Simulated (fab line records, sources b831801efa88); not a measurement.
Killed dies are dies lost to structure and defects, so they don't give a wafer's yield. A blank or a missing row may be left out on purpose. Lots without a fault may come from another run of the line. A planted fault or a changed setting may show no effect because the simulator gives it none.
Which tool did it? | flow sfq_line | 14 lots, 42 wafers sampled, at 4 steps of a route of 325

WHAT THE GAUGES READ, wafer by wafer
SFQ_M2_RS_MEAS_914: measures by four-point-probe. Usual: M2_NB_RS 0.890 ohm/sq, standard deviation 0.0068.
lot  | measured     | on            | M2_NB_RS (ohm/sq)                   | flag
L197 | day 16 02:19 | film_metro-04 | 0.889 0.886 0.886                   |
L201 | day 17 17:48 | film_metro-03 | 0.890 0.890 0.900                   |
L202 | day 17 20:10 | film_metro-03 | 0.893 0.898 0.891                   |
L203 | day 18 06:33 | film_metro-04 | 0.887 0.892 0.893                   |
L207 | day 21 23:20 | film_metro-02 | 0.879 0.888 0.885                   |
L208 | day 22 07:34 | film_metro-04 | 0.825 0.836 0.828 0.825 0.833 0.829 | OFF
L211 | day 23 11:07 | film_metro-02 | 0.828 0.839 0.822 0.829 0.837 0.820 | OFF
L214 | day 24 11:08 | film_metro-04 | 0.879 0.891 0.872                   |
L215 | day 24 15:57 | film_metro-04 | 0.890 0.887 0.889                   |
L216 | day 24 20:46 | film_metro-03 | 0.892 0.876 0.891                   |
L217 | day 25 00:19 | film_metro-03 | 0.901 0.900 0.898                   |
L218 | day 25 03:57 | film_metro-02 | 0.893 0.892 0.894                   |
L219 | day 25 20:00 | film_metro-04 | 0.892 0.885 0.890                   |
L220 | day 25 23:34 | film_metro-04 | 0.895 0.884 0.888                   |

WHICH TOOL RAN EACH LOT (tool, then ch and the chambers of the sampled wafers, then the start)
lot  | SFQ_TRILAYER_L0_VIA_BARC_OPEN_VIA_ETCH_021 | SFQ_TRILAYER_L0_VIA_STRIP_STRIP_017 | SFQ_TRILAYER_M2_DEP_SPUTTER_055
L197 | rie_diel-04 ch 2,3, day 5 10:27            | rie_metal-04 ch 0,1, day 5 10:32    | pvd_sputter-03, day 16 02:12
L201 | rie_diel-04 ch 0,3, day 6 08:03            | rie_metal-03 ch 0,1, day 6 08:20    | pvd_sputter-06, day 17 17:39
L202 | rie_diel-03 ch 1,2, day 6 10:33            | rie_metal-04 ch 0,1, day 6 10:38    | pvd_sputter-04, day 17 20:03
L203 | rie_diel-02 ch 0,1,2, day 6 15:21          | rie_metal-01 ch 0,1, day 6 15:38    | pvd_sputter-06, day 18 06:25
L207 | rie_diel-03 ch 0,2,3, day 7 12:57          | rie_metal-01 ch 0,1, day 7 13:02    | pvd_sputter-04, day 21 23:13
L208 | rie_diel-02 ch 0,1, day 7 20:09            | rie_metal-01 ch 0,1, day 7 20:26    | pvd_sputter-06, day 22 07:25
L211 | rie_diel-02 ch 0,1,2, day 8 17:34          | rie_metal-03 ch 0,1, day 8 17:40    | pvd_sputter-06, day 23 11:01
L214 | rie_diel-04 ch 0,1,3, day 9 11:34          | rie_metal-04 ch 0,1, day 9 11:40    | pvd_sputter-04, day 24 11:01
L215 | rie_diel-03 ch 2,3, day 9 17:34            | rie_metal-01 ch 0,1, day 9 17:52    | pvd_sputter-04, day 24 15:49
L216 | rie_diel-04 ch 0,1, day 9 22:22            | rie_metal-03 ch 0,1, day 9 22:40    | pvd_sputter-03, day 24 20:37
L217 | rie_diel-04 ch 1,2,3, day 10 06:46         | rie_metal-03 ch 0,1, day 10 06:52   | pvd_sputter-03, day 25 00:13
L218 | rie_diel-03 ch 0,2,3, day 10 13:58         | rie_metal-01 ch 1, day 10 14:04     | pvd_sputter-03, day 25 03:50
L219 | rie_diel-04 ch 0,2, day 10 19:58           | rie_metal-01 ch 0,1, day 10 20:04   | pvd_sputter-04, day 25 19:53
L220 | rie_diel-04 ch 0,1,3, day 11 00:46         | rie_metal-04 ch 0, day 11 00:52     | pvd_sputter-03, day 25 23:28
- SFQ_TRILAYER_L0_VIA_BARC_OPEN_VIA_ETCH_021: etches BARC in O2, target depth 125 nm, time 41.7 s.
- SFQ_TRILAYER_L0_VIA_STRIP_STRIP_017: strips in O2.
- SFQ_TRILAYER_M2_DEP_SPUTTER_055: material Nb, target thk 200 nm, time 133.3 s.

WHAT THE TOOLS THEMSELVES READ (means of the sampled wafers that have a number; where no wafer has one, the mark that the record gives instead)
SFQ_TRILAYER_L0_VIA_BARC_OPEN_VIA_ETCH_021. Usual: drypump_motor_current_A 5.57 A, standard deviation 0.23; oes_product_au 0.686 a.u., standard deviation 0.0044.
lot  | tool        | drypump_motor_current_A (A) | oes_product_au (a.u.) | flag
L197 | rie_diel-04 | 5.77                        | 0.684                 |
L201 | rie_diel-04 | 5.75                        | 0.687                 |
L202 | rie_diel-03 | 5.65                        | 0.685                 |
L203 | rie_diel-02 | 5.40                        | 0.686                 |
L207 | rie_diel-03 | 5.67                        | 0.686                 |
L208 | rie_diel-02 | 5.56                        | 0.684                 |
L211 | rie_diel-02 | 5.38                        | 0.686                 |
L214 | rie_diel-04 | 5.62                        | 0.684                 |
L215 | rie_diel-03 | 5.78                        | 0.683                 |
L216 | rie_diel-04 | 5.47                        | 0.687                 |
L217 | rie_diel-04 | 5.65                        | 0.687                 |
L218 | rie_diel-03 | 5.67                        | 0.686                 |
L219 | rie_diel-04 | 5.74                        | 0.682                 |
L220 | rie_diel-04 | 5.61                        | 0.690                 |

SFQ_TRILAYER_L0_VIA_STRIP_STRIP_017. Usual: drypump_motor_current_A 5.67 A, standard deviation 0.29; oes_product_au 1.002 a.u., standard deviation 0.0079.
lot  | tool         | drypump_motor_current_A (A) | oes_product_au (a.u.) | flag
L197 | rie_metal-04 | 5.97                        | 1.006                 |
L201 | rie_metal-03 | 5.36                        | 1.010                 |
L202 | rie_metal-04 | 5.96                        | 1.004                 |
L203 | rie_metal-01 | 5.77                        | 0.990                 |
L207 | rie_metal-01 | 5.76                        | 1.001                 |
L208 | rie_metal-01 | 5.62                        | 1.000                 |
L211 | rie_metal-03 | 5.36                        | 1.007                 |
L214 | rie_metal-04 | 5.80                        | 1.006                 |
L215 | rie_metal-01 | 5.63                        | 0.997                 |
L216 | rie_metal-03 | 5.44                        | 1.002                 |
L217 | rie_metal-03 | 5.35                        | 1.008                 |
L218 | rie_metal-01 | 5.47                        | 0.988                 |
L219 | rie_metal-01 | 5.61                        | 0.986                 |
L220 | rie_metal-04 | 6.12                        | 1.006                 |

SFQ_TRILAYER_M2_DEP_SPUTTER_055. Usual: chamber_pressure_pa 0.13331 Pa, standard deviation 0.00027; throttle_valve_pct 30.7 %, standard deviation 1.1.
lot  | tool           | chamber_pressure_pa (Pa) | throttle_valve_pct (%) | flag
L197 | pvd_sputter-03 | 0.13332                  | 30.5                   |
L201 | pvd_sputter-06 | 0.13338                  | 29.4                   |
L202 | pvd_sputter-04 | 0.13344                  | 30.2                   |
L203 | pvd_sputter-06 | 0.13299                  | 30.3                   |
L207 | pvd_sputter-04 | 0.13310                  | 31.3                   |
L208 | pvd_sputter-06 | 0.13338                  | 29.6                   |
L211 | pvd_sputter-06 | 0.13346                  | 30.4                   |
L214 | pvd_sputter-04 | 0.13316                  | 32.2                   |
L215 | pvd_sputter-04 | 0.13299                  | 30.1                   |
L216 | pvd_sputter-03 | 0.13334                  | 30.4                   |
L217 | pvd_sputter-03 | 0.13347                  | 30.5                   |
L218 | pvd_sputter-03 | 0.13325                  | 30.8                   |
L219 | pvd_sputter-04 | 0.13340                  | 32.2                   |
L220 | pvd_sputter-03 | 0.13356                  | 30.8                   |

THE ANSWER, worked out from the rows above alone
Rule: a lot is off if the mean of its wafers that have a number lies more than 3 standard deviations from the usual mean. A lot without any number at a reading at which 4 lots or more have one is off too. The other lots that the step has rows for count as sound. The gauges are gone through in route order, then the tools' own readings, and for those a lot's mean is taken as printed above. The first step at which some lot is off is used, and at that step the reading that is off furthest; a lot without a number counts as furthest.
Off: L208, L211, at SFQ_M2_RS_MEAS_914 (M2_NB_RS).
A tool fits if, at a process step before that reading, it ran every lot that is off, and no sound lot after the first of them. The gauges at SFQ_M2_RS_MEAS_914 are tried like those tools. Can't be told from this: 2 tools fit, rie_diel-02 at SFQ_TRILAYER_L0_VIA_BARC_OPEN_VIA_ETCH_021, pvd_sputter-06 at SFQ_TRILAYER_M2_DEP_SPUTTER_055.

WHAT THE SIMULATOR HAD PUT IN
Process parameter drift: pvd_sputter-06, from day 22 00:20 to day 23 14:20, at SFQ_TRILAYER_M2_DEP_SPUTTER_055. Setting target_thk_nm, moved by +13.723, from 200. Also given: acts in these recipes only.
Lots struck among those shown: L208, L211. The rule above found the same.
